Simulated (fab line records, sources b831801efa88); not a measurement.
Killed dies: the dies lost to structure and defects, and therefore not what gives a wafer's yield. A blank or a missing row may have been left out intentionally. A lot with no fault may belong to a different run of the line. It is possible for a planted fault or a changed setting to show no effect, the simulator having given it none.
Lot-split experiment || flow sfq-line || 17 wafers read across 5 lots, on a route 325 steps long

## SPLIT DETAILS
At SFQ_TRILAYER_R5_LITHO_COAT_141 (resist thk 62 nm), the setting resist-thk-nm was moved away from the recipe's 62 nm on 8 of the 17 wafers read, by -3.8% to +4.3%. This setting was run at the recipe's value on the other wafers.

## FROM THE SPLIT TO THE READING: what the file shows between them, 3 steps
- SFQ_TRILAYER_R5_LITHO_COAT_136: resist thk 600 nm
- SFQ_TRILAYER_R5_LITHO_SOFTBAKE_140
- SFQ_TRILAYER_R5_LITHO_DEVELOP_138: time 60 s

## THE READING
etch.depth-nm (the simulator's own value, which no gauge read), in nm, at SFQ_TRILAYER_R5_BARC_OPEN_METAL_ETCH_177 (etches BARC in O2, target depth 125 nm, time 41.7 s). No usual value for it is given in the file. Across the 9 wafers here that went through the recipe, the average is 62.08 nm and the standard deviation 0.21 nm.

{"wafer": "L074.1", "tool, chamber at the split": "litho-track-04, 0", "resist-thk-nm as run, nm": 60.86, "against the recipe": "-1.8%", "etch.depth-nm, nm": 61.19, "against lot-mates on the recipe": -1.15}
{"wafer": "L074.3", "tool, chamber at the split": "litho-track-04, 0", "resist-thk-nm as run, nm": 62, "against the recipe": "recipe", "etch.depth-nm, nm": 62.34, "against lot-mates on the recipe": "-"}
{"wafer": "L075.1", "tool, chamber at the split": "litho-track-04, 0", "resist-thk-nm as run, nm": 59.64, "against the recipe": "-3.8%", "etch.depth-nm, nm": 59.49, "against lot-mates on the recipe": -2.32}
{"wafer": "L075.2", "tool, chamber at the split": "litho-track-04, 0", "resist-thk-nm as run, nm": 62, "against the recipe": "recipe", "etch.depth-nm, nm": 61.9, "against lot-mates on the recipe": "-"}
{"wafer": "L075.3", "tool, chamber at the split": "litho-track-04, 0", "resist-thk-nm as run, nm": 62, "against the recipe": "recipe", "etch.depth-nm, nm": 61.73, "against lot-mates on the recipe": "-"}
{"wafer": "L075.4", "tool, chamber at the split": "litho-track-04, 0", "resist-thk-nm as run, nm": 59.64, "against the recipe": "-3.8%", "etch.depth-nm, nm": 59.42, "against lot-mates on the recipe": -2.39}
{"wafer": "L075.6", "tool, chamber at the split": "litho-track-04, 0", "resist-thk-nm as run, nm": 59.64, "against the recipe": "-3.8%", "etch.depth-nm, nm": 59.26, "against lot-mates on the recipe": -2.55}
{"wafer": "L076.3", "tool, chamber at the split": "litho-track-04, 0", "resist-thk-nm as run, nm": 62, "against the recipe": "recipe", "etch.depth-nm, nm": 61.96, "against lot-mates on the recipe": "-"}
{"wafer": "L076.4", "tool, chamber at the split": "litho-track-04, 0", "resist-thk-nm as run, nm": 62, "against the recipe": "recipe", "etch.depth-nm, nm": 61.98, "against lot-mates on the recipe": "-"}
{"wafer": "L076.6", "tool, chamber at the split": "litho-track-04, 0", "resist-thk-nm as run, nm": 62, "against the recipe": "recipe", "etch.depth-nm, nm": 62.09, "against lot-mates on the recipe": "-"}
{"wafer": "L081.1", "tool, chamber at the split": "litho-track-01, 0", "resist-thk-nm as run, nm": 62, "against the recipe": "recipe", "etch.depth-nm, nm": 62.12, "against lot-mates on the recipe": "-"}
{"wafer": "L081.3", "tool, chamber at the split": "litho-track-01, 0", "resist-thk-nm as run, nm": 64.64, "against the recipe": "+4.3%", "etch.depth-nm, nm": 64.51, "against lot-mates on the recipe": "+2.39"}
{"wafer": "L084.1", "tool, chamber at the split": "litho-track-01, 0", "resist-thk-nm as run, nm": 62, "against the recipe": "recipe", "etch.depth-nm, nm": 62.18, "against lot-mates on the recipe": "-"}
{"wafer": "L084.2", "tool, chamber at the split": "litho-track-01, 0", "resist-thk-nm as run, nm": 62, "against the recipe": "recipe", "etch.depth-nm, nm": 62.43, "against lot-mates on the recipe": "-"}
{"wafer": "L084.3", "tool, chamber at the split": "litho-track-01, 0", "resist-thk-nm as run, nm": 63.79, "against the recipe": "+2.9%", "etch.depth-nm, nm": 64.23, "against lot-mates on the recipe": "+1.93"}
{"wafer": "L084.4", "tool, chamber at the split": "litho-track-01, 0", "resist-thk-nm as run, nm": 63.79, "against the recipe": "+2.9%", "etch.depth-nm, nm": 64.06, "against lot-mates on the recipe": "+1.76"}
{"wafer": "L084.5", "tool, chamber at the split": "litho-track-01, 0", "resist-thk-nm as run, nm": 63.79, "against the recipe": "+2.9%", "etch.depth-nm, nm": 64.11, "against lot-mates on the recipe": "+1.80"}

THE FIT
A straight line over all 17 wafers: etch.depth-nm changes by +0.672 nm for each +1% of resist-thk-nm; r = +0.99; the points scatter about the line by 0.23 nm.
The same after taking each lot's own level away (the mean of its wafers on the recipe; 17 wafers): +0.62 nm for each +1%; r = +1.00; scatter 0.11 nm.
Per that fit: largest resist-thk-nm move, reading shift of 2.6 nm.
From 61.815 to 62.340 nm: that is the span of the lots' own levels, equal to 2.6 times the standard deviation above.
The two slopes agree, so the slope changes little with the lot-to-lot level.
Check: for one of the wafers moved furthest among these (+4.3%), held out of the fit, the line's prediction against its lot-mates is +2.7 nm. Against them it came out at +2.39 nm.

## OTHER SPLITS ON THESE WAFERS
Other splits were also applied to these wafers ahead of the reading. Each is held against what the fit with the lots' levels taken away leaves over:
{"other split on the same wafers": "SFQ_TRILAYER_JJ_CE_BARC_OPEN_RIE_150 pressure-mtorr", "wafers away from the commonest value": 7, "r with etch.depth-nm (lot level and that fit taken away)": "+0.07"}
{"other split on the same wafers": "SFQ_TRILAYER_M5_LITHO_EXPOSE_124 dose-mj", "wafers away from the commonest value": 7, "r with etch.depth-nm (lot level and that fit taken away)": -0.43}
{"other split on the same wafers": "SFQ_TRILAYER_M5_BARC_OPEN_METAL_ETCH_161 icp-w", "wafers away from the commonest value": 7, "r with etch.depth-nm (lot level and that fit taken away)": -0.28}

## THE WHOLE CHAIN: every reading that the file lists as answering this split, in the file's order
{"step": "SFQ_TRILAYER_R5_LITHO_COAT_141", "what it does": "resist thk 62 nm", "reading": "BARC_of_TRILAYER_R5_LITHO_COAT_141.thk-nm (the simulator's own value, which no gauge read)", "change (the file's fit)": "+0.624 nm for each +1% of the setting", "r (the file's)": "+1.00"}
{"step": "SFQ_TRILAYER_R5_BARC_OPEN_METAL_ETCH_177", "what it does": "etches BARC in O2, target depth 125 nm, time 41.7 s", "reading": "etch.depth-nm (the simulator's own value, which no gauge read)", "change (the file's fit)": "+0.617 nm for each +1% of the setting", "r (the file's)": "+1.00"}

## FILE'S OWN FIT
etch.depth-nm changes by +0.617 nm for each +1% of resist-thk-nm, r = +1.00.
